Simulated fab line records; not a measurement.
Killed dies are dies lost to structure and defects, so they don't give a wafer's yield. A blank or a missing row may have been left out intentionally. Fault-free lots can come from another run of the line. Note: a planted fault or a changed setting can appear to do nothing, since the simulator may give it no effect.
Which tool was responsible?    flow sky130    15 lots, 45 wafers sampled, at 1 step of a route of 708

== WHAT THE GAUGES SHOWED, per wafer ==
SKY_VIA2_RS_MEAS_22: a four-point-probe measurement.
lot   measured      on             VIA2_W_RS (ohm/sq)
L765  day 36 01:20  film_metro-02  0.278 0.280 0.280
L768  day 37 07:39  film_metro-01  0.267 0.276 0.271
L766  day 37 08:59  film_metro-02  0.276 0.264 0.276
L767  day 37 09:50  film_metro-02  0.275 0.275 0.267
L769  day 37 19:52  film_metro-03  0.279 0.280 0.278
L770  day 37 20:52  film_metro-01  0.278 0.273 0.279
L771  day 38 05:40  film_metro-03  0.278 0.270 0.279
L772  day 38 07:59  film_metro-03  0.274 0.274 0.267
L778  day 41 21:14  film_metro-01  0.280 0.280 0.279
L781  day 41 21:59  film_metro-01  0.276 0.273 0.264
L783  day 41 23:10  film_metro-03  0.275 0.274 0.266
L780  day 41 23:44  film_metro-02  0.261 0.273 0.272
L784  day 42 02:28  film_metro-03  0.274 0.274 0.267
L785  day 42 10:50  film_metro-03  0.276 0.275 0.273
L787  day 43 13:28  film_metro-01  0.279 0.270 0.276

== WHICH TOOL RAN EACH LOT (tool, then ch and the chambers of the sampled wafers, then the start) ==
Record: no process step prior to these readings.

== AS READ BY THE TOOLS THEMSELVES (means over the sampled wafers that have a number; for cases with no such wafer, the mark the record gives instead) ==
The record holds no such reading with a usual standard deviation.

== THE ANSWER, worked out from the rows above alone ==
Rule: usual is defined by the lots themselves. Put in order of their means at a reading, lots are off if they are a third of the lots or fewer, leave a main group of 4 or more, and stand apart from it by a gap of 3 or more times the standard deviation of the main group's means; of several such gaps the widest counts. A main group is skipped when, at the precision printed for the reading in the tables above, its means are all equal. Also off: a lot with no number at a reading for which 4 or more lots have one. All remaining lots with rows at the step are treated as sound. The gauges are gone through in route order, then the tools' own readings, and for those a lot's mean is taken as printed above. At the first step where some lot is off, the reading lying furthest off is the one used; lots without a number count as furthest.
Nothing can be told from this: no lot is off at any reading shown.

== WHAT THE SIMULATOR HAD INSERTED ==
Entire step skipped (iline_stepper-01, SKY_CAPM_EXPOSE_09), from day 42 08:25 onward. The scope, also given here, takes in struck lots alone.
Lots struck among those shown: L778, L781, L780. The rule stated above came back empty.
